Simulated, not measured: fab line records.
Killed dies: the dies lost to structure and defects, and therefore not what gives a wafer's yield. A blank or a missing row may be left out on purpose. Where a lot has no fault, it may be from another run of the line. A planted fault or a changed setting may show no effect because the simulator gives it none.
Which of the tools did it? || flow gf180mcu || 42 wafers from 14 lots sampled at 2 of the route's 602 steps

WHAT THE GAUGES SHOWED, per wafer
GF_M3_THK_MEAS_06: measures by xrf. Usual: M3_ALCU_THK 439 nm, standard deviation 4.4.
{"lot": "L674", "measured": "day 20 22:52", "on": "film metro-03", "M3_ALCU_THK (nm)": "447 448 446", "flag": ""}
{"lot": "L676", "measured": "day 21 12:45", "on": "film metro-02", "M3_ALCU_THK (nm)": "440 437 437", "flag": ""}
{"lot": "L677", "measured": "day 21 19:01", "on": "film metro-04", "M3_ALCU_THK (nm)": "438 437 439", "flag": ""}
{"lot": "L679", "measured": "day 22 09:59", "on": "film metro-04", "M3_ALCU_THK (nm)": "437 435 441", "flag": ""}
{"lot": "L680", "measured": "day 22 23:47", "on": "film metro-02", "M3_ALCU_THK (nm)": "437 432 436", "flag": ""}
{"lot": "L681", "measured": "day 23 10:00", "on": "film metro-03", "M3_ALCU_THK (nm)": "441 438 442", "flag": ""}
{"lot": "L683", "measured": "day 23 21:29", "on": "film metro-02", "M3_ALCU_THK (nm)": "441 442 439", "flag": ""}
{"lot": "L684", "measured": "day 24 06:41", "on": "film metro-04", "M3_ALCU_THK (nm)": "442 444 442", "flag": ""}
{"lot": "L686", "measured": "day 24 22:08", "on": "film metro-03", "M3_ALCU_THK (nm)": "435 432 433", "flag": ""}
{"lot": "L687", "measured": "day 25 06:35", "on": "film metro-03", "M3_ALCU_THK (nm)": "441 443 441", "flag": ""}
{"lot": "L692", "measured": "day 27 00:53", "on": "film metro-04", "M3_ALCU_THK (nm)": "439 441 443", "flag": ""}
{"lot": "L694", "measured": "day 27 12:22", "on": "film metro-03", "M3_ALCU_THK (nm)": "437 437 436", "flag": ""}
{"lot": "L695", "measured": "day 27 14:58", "on": "film metro-04", "M3_ALCU_THK (nm)": "436 437 436", "flag": ""}
{"lot": "L696", "measured": "day 27 23:50", "on": "film metro-04", "M3_ALCU_THK (nm)": "438 438 437", "flag": ""}

GF_V3_CD_MEAS_14: the cd target is 260 nm. Usual: cd nm at 260.2 nm, with a standard deviation of 1.2.
{"lot": "L674", "measured": "day 22 23:06", "on": "cd sem-01", "cd nm (nm)": "260.0 259.6 259.8", "flag": ""}
{"lot": "L676", "measured": "day 23 12:22", "on": "cd sem-02", "cd nm (nm)": "260.5 260.9 256.7", "flag": ""}
{"lot": "L677", "measured": "day 23 19:08", "on": "cd sem-02", "cd nm (nm)": "258.8 260.8 260.6", "flag": ""}
{"lot": "L679", "measured": "day 24 08:49", "on": "cd sem-02", "cd nm (nm)": "259.6 260.1 261.1", "flag": ""}
{"lot": "L680", "measured": "day 24 22:09", "on": "cd sem-02", "cd nm (nm)": "260.4 260.1 261.9", "flag": ""}
{"lot": "L681", "measured": "day 25 08:03", "on": "cd sem-01", "cd nm (nm)": "260.1 260.0 259.9", "flag": ""}
{"lot": "L683", "measured": "day 25 18:28", "on": "cd sem-02", "cd nm (nm)": "260.4 259.9 259.0", "flag": ""}
{"lot": "L684", "measured": "day 26 03:20", "on": "cd sem-02", "cd nm (nm)": "260.8 260.5 259.9", "flag": ""}
{"lot": "L686", "measured": "day 26 17:58", "on": "cd sem-01", "cd nm (nm)": "260.4 259.7 259.7", "flag": ""}
{"lot": "L687", "measured": "day 27 02:29", "on": "cd sem-01", "cd nm (nm)": "263.5 262.3 262.8", "flag": ""}
{"lot": "L692", "measured": "day 28 18:29", "on": "cd sem-01", "cd nm (nm)": "260.7 259.8 262.5", "flag": ""}
{"lot": "L694", "measured": "day 29 04:49", "on": "cd sem-02", "cd nm (nm)": "260.8 260.5 260.8", "flag": ""}
{"lot": "L695", "measured": "day 29 07:08", "on": "cd sem-01", "cd nm (nm)": "258.5 258.5 259.1", "flag": ""}
{"lot": "L696", "measured": "day 29 15:35", "on": "cd sem-02", "cd nm (nm)": "261.9 259.9 261.3", "flag": ""}

WHAT TOOL EACH LOT RAN ON (gives the tool, then ch and the chambers of the sampled wafers, and finally the start)
The record shows no process step preceding these readings.

AS READ BY THE TOOLS THEMSELVES (means over the sampled wafers that have a number; for cases with no such wafer, the mark the record gives instead)
The record holds no such reading with a usual standard deviation.

THE ANSWER, worked out from the rows above alone
Rule: take the mean of a lot's wafers that have a number; if it is more than 3 standard deviations from the usual mean, the lot is off. A lot without any number at a reading at which 4 lots or more have one is off too. The other lots that the step has rows for count as sound. The gauges are gone through in route order, then the tools' own readings, and for those a lot's mean is taken as printed above. The first step at which some lot is off is used, and at that step the reading that is off furthest; a lot without a number counts as furthest.
No lot is off at any reading shown: from this, nothing can be told.

WHAT THE SIMULATOR HAD INSERTED
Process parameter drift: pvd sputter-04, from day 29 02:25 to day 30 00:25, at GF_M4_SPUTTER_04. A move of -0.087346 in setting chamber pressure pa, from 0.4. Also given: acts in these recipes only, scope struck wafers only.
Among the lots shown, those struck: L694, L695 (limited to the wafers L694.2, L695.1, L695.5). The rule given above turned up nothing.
